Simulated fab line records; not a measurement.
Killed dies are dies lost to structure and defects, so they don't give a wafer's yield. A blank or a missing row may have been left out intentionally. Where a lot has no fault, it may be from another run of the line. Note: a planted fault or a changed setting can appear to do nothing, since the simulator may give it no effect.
fab line records	flow sky130
record lots=7	wafers=21	lastDay=50
route steps=708 shown CONTACT@418 METAL1@434 PAD_OPEN@708
lots that met no fault: taken from a fault-free run of the same line
startH: the number of hours between the record's first day and the start of the first shown wafer of the lot	waitH: hours elapsed since this lot's preceding step	" same as the row above	L1.1+2: a row that stands for several wafers	- no value, or no start was given	* or withheld: withheld	< > ~ a bound
route shown NAME@n: a module of which the file shows steps, and the number in the route of the first	usual: mean and standard deviation over wafers with no fault	same: alike in all rows	chamber/n: place in a boat	sites: each site's reading	_std_site: the values' standard deviation	_edge_site: outer sites' mean less inner sites'	radiusMm: for every site, how far away it sits from the centre of the wafer	mask NAME#n: copy n	behind: the last tool/chamber to shape the wafer	hold: what put the lot on hold/how long, in hours/how the hold closed	device: the transistor (n, p or np) that didn't switch	end of line: at the end of the route, the tests of the same wafers	a step given without rows: its recipe and nothing more	killed: at the first sort, the dies lost to defects and structure; wafer yield is something else	map: the dies of a wafer, with x for killed, . for not killed, _ for no die there
set.NAME: the setting that was run; set.NAME@STEP: the one run at that earlier step	model.NAME: the simulator's own value behind a step, which no gauge read
a table for each step, a row for each wafer; lots at some steps of the route
services: from which hour (startH, from the record's first day; less than 0 if before it) a tool's chamber was out of use, for how many hours, and why
## steps
# step SKY_CONTACT_PEB_12
# recipe pebTempC=withheld	pebTimeS=withheld	resist=KrF-thick
# step SKY_CONTACT_DEVELOP_13
# recipe developTimeS=60	resist=KrF-thick	devTempC=21
# step SKY_CONTACT_CD_MEAS_14
# recipe targetCdNm=170
# usual cdNm=170.3/1.6
lot.wafer	tool	chamber	startH	waitH	cdNm
L372.3	cdSem-01	-	738.40	-	170.6
L372.4	"	-	"	"	170.3
L372.5	"	-	"	"	170.4
L377.3	cdSem-01	-	784.67	-	172.9
L377.5	"	-	"	"	172.7
L377.6	"	-	"	"	174.1
L382.2	cdSem-01	-	825.88	-	168.8
L382.3	"	-	"	"	168.8
L382.6	"	-	"	"	169.0
L383.1	cdSem-01	-	838.24	-	167.7
L383.2	"	-	"	"	167.1
L383.3	"	-	"	"	167.7
L384.4	cdSem-02	-	841.55	-	167.5
L384.5	"	-	"	"	168.0
L384.6	"	-	"	"	167.9
L392.1	cdSem-02	-	892.31	-	169.7
L392.3	"	-	"	"	168.7
L392.4	"	-	"	"	169.5
L394.1	cdSem-02	-	903.88	-	172.0
L394.4	"	-	"	"	172.8
L394.6	"	-	"	"	171.8
# step SKY_CONTACT_OVL_MEAS_15
# usual CONTACT_OVL=-2/4.7
lot.wafer	tool	chamber	startH	waitH	CONTACT_OVL[nm]
L372.3	overlay-02	-	738.49	0.1	-1
L372.4	"	-	"	"	-5
L372.5	"	-	"	"	-2
L377.3	overlay-01	-	784.76	0.1	-8
L377.5	"	-	"	"	-7
L377.6	"	-	"	"	-4
L382.2	overlay-02	-	825.98	0.1	-4
L382.3	"	-	"	"	-3
L382.6	"	-	"	"	-3
L383.1	overlay-02	-	838.36	0.1	-1
L383.2	"	-	"	"	-4
L383.3	"	-	"	"	-10
L384.4	overlay-01	-	841.63	0.1	-5
L384.5	"	-	"	"	3
L384.6	"	-	"	"	-2
L392.1	overlay-01	-	892.43	0.1	-10
L392.3	"	-	"	"	-3
L392.4	"	-	"	"	-3
L394.1	overlay-02	-	904.00	0.1	-12
L394.4	"	-	"	"	-6
L394.6	"	-	"	"	0
# step SKY_CONTACT_ETCH_16
# recipe chemistry=N2/H2	target=BARC	ionEnergyEv=200	sourceW=500	biasW=100	pressureMtorr=30	n2FlowSccm=100	h2FlowSccm=200	stopOn=SiO2	timeS=45.9	targetDepthA=600
# usual drypumpMotorCurrentA=5.6/0.34	oesProductAu=0.855/0.0049	throttleValvePct=13.225/0.0085
lot.wafer	tool	chamber	startH	waitH	drypumpMotorCurrentA	oesProductAu	rfHoursCounterH	throttleValvePct
L372.3	rieDiel-03	1	738.51	0.0	5.6	0.851	19	13.222
L372.4	"	0	"	"	5.8	0.858	22	13.234
L372.5	"	3	"	"	5.9	0.855	-	13.230
L377.3	rieDiel-02	2	784.78	0.0	5.7	0.853	14	13.209
L377.5	"	2	"	"	5.7	0.855	-	13.227
L377.6	"	1	"	"	4.9	0.848	-	13.232
L382.2	rieDiel-01	3	826.01	0.0	6.1	0.850	9	13.220
L382.3	"	0	"	"	6.0	0.861	11	13.222
L382.6	"	1	"	"	5.0	0.853	-	13.229
L383.1	rieDiel-03	2	838.39	0.0	5.4	0.853	18	13.236
L383.2	"	1	"	"	5.6	0.859	22	13.227
L383.3	"	0	"	"	5.8	0.855	25	13.220
L384.4	rieDiel-01	2	841.67	0.0	5.7	0.855	-	13.213
L384.5	"	0	"	"	6.0	0.846	-	13.221
L384.6	"	3	"	"	6.1	0.855	-	13.243
L392.1	rieDiel-01	3	892.46	0.0	6.1	0.858	10	13.224
L392.3	"	1	"	"	5.0	0.859	25	13.211
L392.4	"	3	"	"	6.1	0.853	-	13.221
L394.1	rieDiel-01	2	904.03	0.0	5.8	0.860	11	13.227
L394.4	"	1	"	"	5.0	0.843	-	13.225
L394.6	"	2	"	"	5.8	0.855	-	13.212
# step SKY_CONTACT_ETCH_17
# recipe target=SiO2	chemistry=C4F8/O2/Ar	stopOn=Si3N4	maskMaterial=KrF-thick	sourceW=1500	biasW=1200	pressureMtorr=40	c4f8FlowSccm=withheld	O2_flow_sccm=6	Ar_flow_sccm=300	timeS=withheld	targetDepthA=3400
# usual oesProductAu=0.892/0.0047
lot.wafer	tool	chamber	startH	waitH	oesProductAu
L372.3	rieDiel-03	1	738.55	0.0	0.886
L372.4	"	0	"	"	0.893
L372.5	"	3	"	"	0.896
L377.3	rieDiel-02	2	784.82	0.0	0.891
L377.5	"	2	"	"	0.895
L377.6	"	1	"	"	0.887
L382.2	rieDiel-01	3	826.05	0.0	0.894
L382.3	"	0	"	"	0.894
L382.6	"	1	"	"	0.888
L383.1	rieDiel-03	2	838.44	0.0	0.893
L383.2	"	1	"	"	0.896
L383.3	"	0	"	"	0.890
L384.4	rieDiel-01	2	841.71	0.0	0.902
L384.5	"	0	"	"	0.893
L384.6	"	3	"	"	0.888
L392.1	rieDiel-01	3	892.50	0.0	0.898
L392.3	"	1	"	"	0.890
L392.4	"	3	"	"	0.892
L394.1	rieDiel-01	2	904.08	0.0	0.899
L394.4	"	1	"	"	0.902
L394.6	"	2	"	"	0.897
# step SKY_CONTACT_ETCH_18
# recipe target=Si3N4	chemistry=CHF3/O2	stopOn=TiN	sourceW=600	biasW=200	pressureMtorr=40	chf3FlowSccm=50	O2_flow_sccm=5	timeS=39	targetDepthA=750
# step SKY_CONTACT_STRIP_19
# recipe chemistry=O2/N2	powerW=1400	pressureMtorr=1500	platenTempC=withheld	o2FlowSccm=3000	n2FlowSccm=300	overashFraction=0.5
# usual drypumpMotorCurrentA=5.8/0.64	oesProductAu=0.381/0.0046	stripTimeToEndpointS=3.633/0.029
lot.wafer	tool	chamber	startH	waitH	drypumpMotorCurrentA	oesProductAu	rfHoursCounterH	stripTimeToEndpointS
L372.3	plasmaAsher-03	0	738.68	-	5.2	0.381	-	3.660
L372.4	"	1	"	"	6.6	0.382	-	3.631
L372.5	"	1	"	"	6.5	0.375	-	3.615
L377.3	plasmaAsher-03	1	784.95	-	6.5	0.381	-	3.562
L377.5	"	1	"	"	6.6	0.375	-	3.555
L377.6	"	0	"	"	5.2	0.380	-	3.606
L382.2	plasmaAsher-01	0	826.14	-	5.3	0.393	8	3.674
L382.3	"	0	"	"	5.3	0.382	-	3.670
L382.6	"	0	"	"	5.3	0.382	-	3.667
L383.1	plasmaAsher-03	0	838.53	-	5.2	0.377	70	3.654
L383.2	"	1	"	"	6.5	0.388	70	3.650
L383.3	"	1	"	"	6.6	0.371	-	3.640
L384.4	plasmaAsher-01	1	841.81	-	6.6	0.377	-	3.642
L384.5	"	1	"	"	6.6	0.387	-	3.661
L384.6	"	0	"	"	5.3	0.380	-	3.649
L392.1	plasmaAsher-03	0	892.59	-	5.2	0.389	75	3.631
L392.3	"	1	"	"	6.6	0.386	-	3.642
L392.4	"	0	"	"	5.2	0.388	-	3.669
L394.1	plasmaAsher-03	0	904.17	-	5.2	0.385	77	3.626
L394.4	"	1	"	"	6.6	0.375	-	3.662
L394.6	"	0	"	"	5.2	0.386	-	3.651
# step SKY_CONTACT_STRIP_20
# recipe chemistry=postEtchResidueRemover	timeS=1200	tempC=72.5
# step SKY_CONTACT_CLEAN_21
# recipe chemistry=IPA	timeS=180	tempC=25
# step SKY_CONTACT_CLEAN_22
# recipe chemistry=O3/DIW	dry=n2Spin
# step SKY_CONTACT_SPUTTER_23
# recipe material=TiN	targetThkNm=20	chamberPressurePa=5	powerW=4000	timeS=80
# usual cathodeDcPowerW=4000.1/0.72	throttleValvePct=30.1/0.98
lot.wafer	tool	chamber	startH	waitH	cathodeDcPowerW	throttleValvePct
L372.3	pvdSputter-01	-	739.23	0.0	4000.7	30.1
L372.4	"	-	"	"	4000.2	30.3
L372.5	"	-	"	"	3999.9	29.7
L377.3	pvdSputter-01	-	785.51	0.0	4001.4	30.7
L377.5	"	-	"	"	3999.3	30.2
L377.6	"	-	"	"	3999.5	30.2
L382.2	pvdSputter-01	-	826.74	0.0	4000.1	29.8
L382.3	"	-	"	"	3999.7	31.0
L382.6	"	-	"	"	4000.8	30.2
L383.1	pvdSputter-04	-	839.12	0.0	3999.3	30.6
L383.2	"	-	"	"	4000.2	28.5
L383.3	"	-	"	"	4000.5	31.2
L384.4	pvdSputter-01	-	842.37	0.0	3999.3	30.1
L384.5	"	-	"	"	3999.9	29.7
L384.6	"	-	"	"	4000.2	31.4
L392.1	pvdSputter-03	-	893.21	0.0	4000.4	28.5
L392.3	"	-	"	"	3999.2	29.6
L392.4	"	-	"	"	4000.2	29.6
L394.1	pvdSputter-03	-	904.80	0.0	3999.6	30.9
L394.4	"	-	"	"	4000.1	28.8
L394.6	"	-	"	"	4001.1	30.8
# step SKY_CONTACT_CVD_24
# recipe material=W	targetThkNm=340	timeS=102.12	tempC=400	pressureTorr=40
# usual heaterPowerW=840/43
lot.wafer	tool	chamber	startH	waitH	heaterPowerW	model.W_of_CONTACT_CVD_24.thkNm
L372.3	cvdW-02	0	739.33	0.1	847	350.2
L372.4	"	1	"	"	770	336.1
L372.5	"	1	"	"	770	335.7
L377.3	cvdW-01	1	785.64	0.1	899	343
L377.5	"	1	"	"	896	343.2
L377.6	"	1	"	"	880	341.2
L382.2	cvdW-02	1	826.80	0.0	789	172.7
L382.3	"	1	"	"	823	173.4
L382.6	"	0	"	"	832	346.4
L383.1	cvdW-02	0	839.18	0.0	866	345.6
L383.2	"	1	"	"	769	173.4
L383.3	"	0	"	"	856	345.5
L384.4	cvdW-02	0	842.47	0.1	845	347.6
L384.5	"	1	"	"	815	172.6
L384.6	"	0	"	"	860	343.4
L392.1	cvdW-02	1	893.27	0.0	791	332.6
L392.3	"	0	"	"	860	347.5
L392.4	"	1	"	"	779	329.9
L394.1	cvdW-01	1	904.86	0.0	921	336
L394.4	"	1	"	"	897	342.1
L394.6	"	1	"	"	897	339.6
# step SKY_CONTACT_RS_MEAS_25
# recipe thkMeasGauge=four-point-probe	reads=W_of_CONTACT_CVD_24+TiN_of_CONTACT_SPUTTER_23
# usual CONTACT_W_RS=0.337/0.0059
lot.wafer	tool	chamber	startH	waitH	CONTACT_W_RS[ohm/sq]
L372.3	filmMetro-04	-	739.45	0.1	0.328
L372.4	"	-	"	"	0.341
L372.5	"	-	"	"	0.342
L377.3	filmMetro-04	-	785.83	0.2	0.334
L377.5	"	-	"	"	0.334
L377.6	"	-	"	"	0.336
L382.2	filmMetro-01	-	826.93	0.1	0.674
L382.3	"	-	"	"	0.670
L382.6	"	-	"	"	0.332
L383.1	filmMetro-04	-	839.29	0.1	0.332
L383.2	"	-	"	"	0.669
L383.3	"	-	"	"	0.332
L384.4	filmMetro-01	-	842.60	0.1	0.331
L384.5	"	-	"	"	0.673
L384.6	"	-	"	"	0.335
L392.1	filmMetro-03	-	893.38	0.1	0.345
L392.3	"	-	"	"	0.329
L392.4	"	-	"	"	0.347
L394.1	filmMetro-04	-	904.97	0.1	0.342
L394.4	"	-	"	"	0.336
L394.6	"	-	"	"	0.338
# step SKY_CONTACT_THK_MEAS_26
# recipe thkMeasGauge=xrf	reads=W_of_CONTACT_CVD_24
# usual CONTACT_W_THK=335/6.3
lot.wafer	tool	chamber	startH	waitH	CONTACT_W_THK[nm]
L372.3	filmMetro-04	-	739.55	0.1	349
L372.4	"	-	"	"	334
L372.5	"	-	"	"	335
L377.3	filmMetro-04	-	785.93	0.1	337
L377.5	"	-	"	"	335
L377.6	"	-	"	"	335
L382.2	filmMetro-01	-	827.04	0.1	170
L382.3	"	-	"	"	170
L382.6	"	-	"	"	338
L383.1	filmMetro-04	-	839.41	0.1	339
L383.2	"	-	"	"	172
L383.3	"	-	"	"	340
L384.4	filmMetro-01	-	842.69	0.1	339
L384.5	"	-	"	"	170
L384.6	"	-	"	"	338
L392.1	filmMetro-03	-	893.50	0.1	328
L392.3	"	-	"	"	341
L392.4	"	-	"	"	325
L394.1	filmMetro-04	-	905.09	0.1	331
L394.4	"	-	"	"	338
L394.6	"	-	"	"	334
# step SKY_CONTACT_CMP_27
# recipe stopOn=SiO2	tOverpolishS=15	downForcePsi=3.5	platenRpm=60	targetThkNm=0	padVelocityMS=0.94248
# usual motorCurrentA=10.9/1	timeToEndpointS=84/3.7
lot.wafer	tool	chamber	startH	waitH	motorCurrentA	timeToEndpointS
L372.4	cmp-02	1	739.59	0.0	12.1	82
L372.3	"	3	"	"	10.0	84
L372.5	"	2	"	"	10.9	80
L377.3	cmp-02	1	786.02	0.1	13.1	84
L377.6	"	0	"	"	11.8	81
L377.5	"	1	"	"	11.9	82
L382.2	cmp-02	2	827.14	0.1	11.1	38
L382.3	"	0	"	"	11.8	44
L382.6	"	1	"	"	12.3	83
L383.2	cmp-01	2	839.47	0.0	10.1	42
L383.3	"	3	"	"	9.8	84
L383.1	"	1	"	"	12.6	83
L384.4	cmp-01	2	842.72	0.0	10.4	85
L384.5	"	2	"	"	10.1	44
L384.6	"	3	"	"	10.4	85
L392.1	cmp-02	1	893.56	0.1	12.1	84
L392.4	"	2	"	"	11.2	82
L392.3	"	0	"	"	11.2	90
L394.4	cmp-02	1	905.15	0.0	12.0	84
L394.1	"	2	"	"	11.1	80
L394.6	"	1	"	"	12.4	82
# step SKY_METAL1_SPUTTER_00
# recipe material=Ti	targetThkNm=15	powerW=3000	timeS=10	chamberPressurePa=0.4
# usual cathodeDcPowerW=3000.0/0.57	throttleValvePct=30.1/1.1
lot.wafer	tool	chamber	startH	waitH	cathodeDcPowerW	throttleValvePct
L372.3	pvdSputter-04	-	739.89	0.1	3000.6	28.8
L372.4	"	-	"	"	3000.4	30.4
L372.5	"	-	"	"	2999.5	30.1
L377.3	pvdSputter-02	-	786.27	0.2	3000.3	28.6
L377.5	"	-	"	"	2999.3	29.6
L377.6	"	-	"	"	3000.2	28.9
L382.2	pvdSputter-02	-	827.39	0.2	2999.5	28.6
L382.3	"	-	"	"	3000.4	29.3
L382.6	"	-	"	"	3000.2	29.5
L383.1	pvdSputter-02	-	839.77	0.1	2999.8	29.1
L383.2	"	-	"	"	3000.2	31.1
L383.3	"	-	"	"	2999.8	28.6
L384.4	pvdSputter-02	-	843.02	0.2	3000.2	29.5
L384.5	"	-	"	"	3000.1	29.5
L384.6	"	-	"	"	3000.1	29.1
L392.1	pvdSputter-01	-	893.86	0.2	2999.1	29.6
L392.3	"	-	"	"	3000.0	30.3
L392.4	"	-	"	"	3000.4	30.0
L394.1	pvdSputter-04	-	905.45	0.2	3000.2	28.5
L394.4	"	-	"	"	2999.7	31.4
L394.6	"	-	"	"	3000.5	30.3
# step SKY_PAD_OPEN_PROBE_99
# usual killed_at_M0_to_M3=43/7.2	killed_at_M4_up=3.3/1.8	killedAtContacts=23/5.5	killedAtFrontEnd=16/5.1	killedAtOther=0.4/0.65	killedDies=85/10	killedOpen=46/7.1	killedShort=38/7.2
# same grossDies=492	killedAtBackSide=0
lot.wafer	tool	chamber	startH	waitH	killed_at_M0_to_M3	killed_at_M4_up	killedAtContacts	killedAtFrontEnd	killedAtOther	killedDies	killedOpen	killedShort
L382.2	prober-02	-	1142.86	0.1	51	7	20	13	2	93	45	48
L382.3	prober-02	-	1142.91	0.2	37	4	20	9	1	71	37	34
L382.6	prober-02	-	1143.06	0.2	33	4	23	20	0	80	42	38
L383.1	prober-01	-	1150.37	0.1	39	3	19	24	0	85	48	37
L383.2	prober-01	-	1150.42	0.1	36	5	21	12	0	74	43	30
L383.3	prober-01	-	1150.47	0.2	46	1	23	23	0	93	55	38
L384.4	prober-02	-	1153.88	0.2	44	3	28	18	2	95	50	42
L384.5	prober-02	-	1153.93	0.2	47	4	26	23	2	102	52	48
L384.6	prober-02	-	1153.98	0.2	35	5	24	23	1	88	36	49
# killed by level:class
L382.2 VIA1:geometricParticle:open=11 METAL1:geometricParticle:short=7 VIA3:geometricParticle:open=7 METAL4:geometricParticle:short=6 LI_CONTACT:geometricParticle:open=6 FIELD_ISO:geometricParticle:open=5 VIA1:geometricParticle:short=5 METAL2:geometricParticle:short=5
L382.3 VIA1:geometricParticle:open=9 CONTACT:geometricParticle:open=6 LI_CONTACT:geometricParticle:open=5 CONTACT:geometricParticle:short=5 METAL2:geometricParticle:short=5 VIA2:geometricParticle:open=5 LOCAL_INTERCONNECT:geometricParticle:short=4 METAL1:geometricParticle:short=4
L382.6 CONTACT:geometricParticle:open=10 VIA1:geometricParticle:open=8 FIELD_ISO:geometricParticle:open=7 METAL1:geometricParticle:short=7 LI_CONTACT:geometricParticle:open=6 POLY_GATE:geometricParticle:short=5 VIA3:geometricParticle:short=5 METAL4:geometricParticle:short=4
L383.1 FIELD_ISO:geometricParticle:open=10 FIELD_ISO:geometricParticle:short=9 VIA1:geometricParticle:open=6 CONTACT:geometricParticle:open=6 VIA2:geometricParticle:open=6 METAL1:geometricParticle:short=5 VIA3:geometricParticle:open=5 LI_CONTACT:geometricParticle:open=4
L383.2 CONTACT:geometricParticle:open=11 VIA1:geometricParticle:open=11 METAL1:geometricParticle:short=5 METAL3:geometricParticle:short=4 FIELD_ISO:geometricParticle:short=3 FIELD_ISO:geometricParticle:open=3 LOCAL_INTERCONNECT:geometricParticle:open=3 CONTACT:geometricParticle:short=3
L383.3 VIA2:geometricParticle:open=12 LI_CONTACT:geometricParticle:open=9 FIELD_ISO:geometricParticle:short=7 VIA1:geometricParticle:open=7 FIELD_ISO:geometricParticle:open=5 LOCAL_INTERCONNECT:geometricParticle:short=5 CONTACT:geometricParticle:open=5 METAL2:geometricParticle:short=5
L384.4 LI_CONTACT:geometricParticle:open=10 VIA2:geometricParticle:open=10 CONTACT:geometricParticle:open=7 CONTACT:geometricParticle:short=7 METAL1:geometricParticle:short=6 METAL2:geometricParticle:short=6 FIELD_ISO:geometricParticle:open=5 VIA1:geometricParticle:open=5
L384.5 VIA2:geometricParticle:open=10 LI_CONTACT:geometricParticle:open=8 VIA1:geometricParticle:open=8 POLY_GATE:geometricParticle:open=7 VIA1:geometricParticle:short=7 CONTACT:geometricParticle:short=6 FIELD_ISO:geometricParticle:open=5 LOCAL_INTERCONNECT:geometricParticle:short=5
L384.6 CONTACT:geometricParticle:open=8 POLY_GATE:geometricParticle:short=7 LOCAL_INTERCONNECT:geometricParticle:short=7 POLY_GATE:geometricParticle:open=6 VIA1:geometricParticle:short=6 VIA1:geometricParticle:open=6 VIA2:geometricParticle:open=6 FIELD_ISO:geometricParticle:short=5
## services
tool	chamber	startH	hours	kind
rieDiel-02	0	716.25	9.9	repair
pvdSputter-02	-	728.96	2.8	repair
rieDiel-01	2	730.63	6.1	repair
cvdW-02	0	731.36	2.1	repair
plasmaAsher-01	-	733.75	9.0	pm
cmp-01	-	744.00	4.0	pm
cmp-01	-	765.48	1.9	repair
plasmaAsher-01	-	772.12	1.7	repair
plasmaAsher-01	-	784.90	2.1	repair
cmp-01	-	799.31	5.4	pm
rieDiel-02	-	799.46	1.2	repair
pvdSputter-02	-	802.27	2.4	repair
cvdW-02	0	811.66	13.0	repair
rieDiel-01	1	832.77	18.1	repair
plasmaAsher-01	-	837.05	2.1	repair
rieDiel-01	-	837.55	4.0	pm
rieDiel-01	-	842.88	15.6	pm
pvdSputter-01	-	844.08	1.8	repair
pvdSputter-04	-	849.94	0.6	repair
rieDiel-03	1	874.19	2.0	repair
pvdSputter-02	-	874.80	1.0	repair
rieDiel-01	0	888.72	12.8	repair
rieDiel-01	3	903.81	2.4	repair
cvdW-02	-	904.00	14.0	pm
## key
firstSign step=SKY_CONTACT_RS_MEAS_25	reading=CONTACT_W_RS	direction=up	sigmas=56	usual=0.337	struck=0.672
effect step=SKY_CONTACT_THK_MEAS_26	reading=CONTACT_W_THK	direction=down	sigmas=26	usual=335	struck=170
effect step=SKY_CONTACT_CMP_27	reading=timeToEndpointS	direction=down	sigmas=11	usual=*	struck=*
modelEffect step=SKY_CONTACT_CVD_24	value=W_of_CONTACT_CVD_24.thkNm	without=333.8	struck=173
metAt SKY_CONTACT_CVD_24
struckWafers L382.2,L382.3,L383.2,L384.5
testerLeftOut L382,L383,L384
onsetBetween 739.33 826.80
fault kind=processParameterDrift	tool=cvdW-02	chamber=1	onsetH=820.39	steps=SKY_CONTACT_CVD_24	channel=targetThkNm	offset=-161.71	shape=step	endH=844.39	actsIn=theseRecipesOnly	stated=340
# testerLeftOut: of these lots the tester's yield and bins aren't shown, on N5 and GAA mostly nor the transistor test; their killed dies are dies lost to structure and defects alone, not to doping, threshold or leakage, so they don't give the yield
